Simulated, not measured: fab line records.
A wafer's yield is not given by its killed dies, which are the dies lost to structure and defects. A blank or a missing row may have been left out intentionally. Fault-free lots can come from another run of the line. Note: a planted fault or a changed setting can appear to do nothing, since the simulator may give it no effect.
Which tool was responsible?    flow sky130    12 lots with 36 wafers sampled at 3 steps, on a route of 708 steps

## WHAT THE GAUGES SHOWED, per wafer
SKY_VIA3_THK_MEAS_23: measures by xrf. Usual: VIA3_W_THK typically reads 401 nm, with standard deviation 6.3.
lot   measured      on             VIA3_W_THK (nm)  flag
L414  day 40 06:21  film-metro-03  398 408 399      
L415  day 40 10:55  film-metro-02  395 404 398      
L416  day 40 13:10  film-metro-03  399 406 402      
L417  day 41 11:20  film-metro-01  387 386 398      
L421  day 42 10:36  film-metro-03  409 399 401      
L422  day 43 01:04  film-metro-02  398 413 407      
L423  day 43 04:01  film-metro-01  397 396 399      
L424  day 43 11:43  film-metro-03  401 410 394      
L425  day 43 12:06  film-metro-03  394 407 398      
L433  day 45 12:58  film-metro-03  401 394 401      
L434  day 45 16:04  film-metro-01  398 394 395      
L435  day 46 04:45  film-metro-01  406 405 400      

SKY_PASSIVATION_THK_MEAS_01. Usual: PASSIVATION_CVD_00_THK typically reads 89.9 nm, with standard deviation 1.
lot   measured      on             PASSIVATION_CVD_00_THK (nm)  flag
L414  day 44 06:24  film-metro-02  88.2 89.2 89.7               
L415  day 44 13:42  film-metro-01  89.3 88.7 91.1               
L416  day 44 15:17  film-metro-02  88.2 88.5 90.0               
L417  day 45 12:17  film-metro-02  89.1 90.2 90.9               
L421  day 46 06:41  film-metro-03  89.8 92.4 91.3               
L422  day 46 20:56  film-metro-03  90.1 88.6 90.2               
L423  day 46 22:50  film-metro-02  90.1 90.0 90.1               
L424  day 47 05:58  film-metro-03  89.0 87.6 91.8               
L425  day 47 07:04  film-metro-03  92.2 91.8 90.8               
L433  day 49 00:47  film-metro-02  89.6 89.6 91.8               
L434  day 49 04:19  film-metro-03  88.8 89.4 89.5               
L435  day 49 14:43  film-metro-01  88.2 88.5 91.0               

## EACH LOT AND THE TOOL THAT RAN IT (in order: tool; ch and the chambers of the sampled wafers; start)
lot   SKY_METAL5_STRIP_16
L414  plasma-asher-03 ch 0,1, day 44 05:47
L415  plasma-asher-04 ch 0,1, day 44 12:53
L416  plasma-asher-01 ch 0,1, day 44 14:40
L417  plasma-asher-03 ch 0,1, day 45 11:40
L421  plasma-asher-01 ch 0,1, day 46 06:04
L422  plasma-asher-03 ch 0,1, day 46 19:53
L423  plasma-asher-04 ch 0,1, day 46 22:13
L424  plasma-asher-04 ch 0,1, day 47 05:21
L425  plasma-asher-01 ch 0,1, day 47 06:28
L433  plasma-asher-03 ch 0,1, day 49 00:10
L434  plasma-asher-04 ch 0,1, day 49 03:41
L435  plasma-asher-04 ch 0,1, day 49 14:05
- SKY_METAL5_STRIP_16: strips in O2/N2.

## AS READ BY THE TOOLS THEMSELVES (means over the sampled wafers that have a number; for cases with no such wafer, the mark the record gives instead)
SKY_METAL5_STRIP_16. Usual: chamber-pressure-mTorr 1500.0 mTorr, standard deviation 1.3; drypump-motor-current-A 6.0 A, standard deviation 0.4; oes-product-au 0.710 a.u., standard deviation 0.0045; strip-time-to-endpoint-s 13.12 s, standard deviation 0.11.
lot   tool             chamber-pressure-mTorr (mTorr)  drypump-motor-current-A (A)  oes-product-au (a.u.)  strip-time-to-endpoint-s (s)  flag
L414  plasma-asher-03  1501.3                          6.2                          0.710                  13.08                         
L415  plasma-asher-04  1499.4                          5.9                          0.711                  13.05                         
L416  plasma-asher-01  1500.2                          5.8                          0.708                  13.24                         
L417  plasma-asher-03  1500.9                          6.1                          0.709                  13.20                         
L421  plasma-asher-01  1499.4                          6.2                          0.711                  13.15                         
L422  plasma-asher-03  1500.4                          6.1                          0.711                  13.17                         
L423  plasma-asher-04  1500.8                          5.7                          0.713                  13.10                         
L424  plasma-asher-04  1499.9                          5.7                          0.714                  13.17                         
L425  plasma-asher-01  1498.9                          6.2                          0.710                  13.02                         
L433  plasma-asher-03  1498.9                          6.1                          0.708                  13.02                         
L434  plasma-asher-04  1498.8                          5.7                          0.708                  13.07                         
L435  plasma-asher-04  1500.1                          5.7                          0.714                  13.15                         

## THE ANSWER, worked out from the rows above alone
Rule: a lot counts as off when the mean over its wafers that have a number is more than 3 standard deviations away from the usual mean. A lot without any number at a reading at which 4 lots or more have one is off too. The other lots that the step has rows for count as sound. The gauges are gone through in route order, then the tools' own readings, and for those a lot's mean is taken as printed above. The first step at which some lot is off is used, and at that step the reading that is off furthest; a lot without a number counts as furthest.
Across all readings shown, no lot is off: no conclusion can be drawn from this.

## WHAT THE SIMULATOR PUT IN
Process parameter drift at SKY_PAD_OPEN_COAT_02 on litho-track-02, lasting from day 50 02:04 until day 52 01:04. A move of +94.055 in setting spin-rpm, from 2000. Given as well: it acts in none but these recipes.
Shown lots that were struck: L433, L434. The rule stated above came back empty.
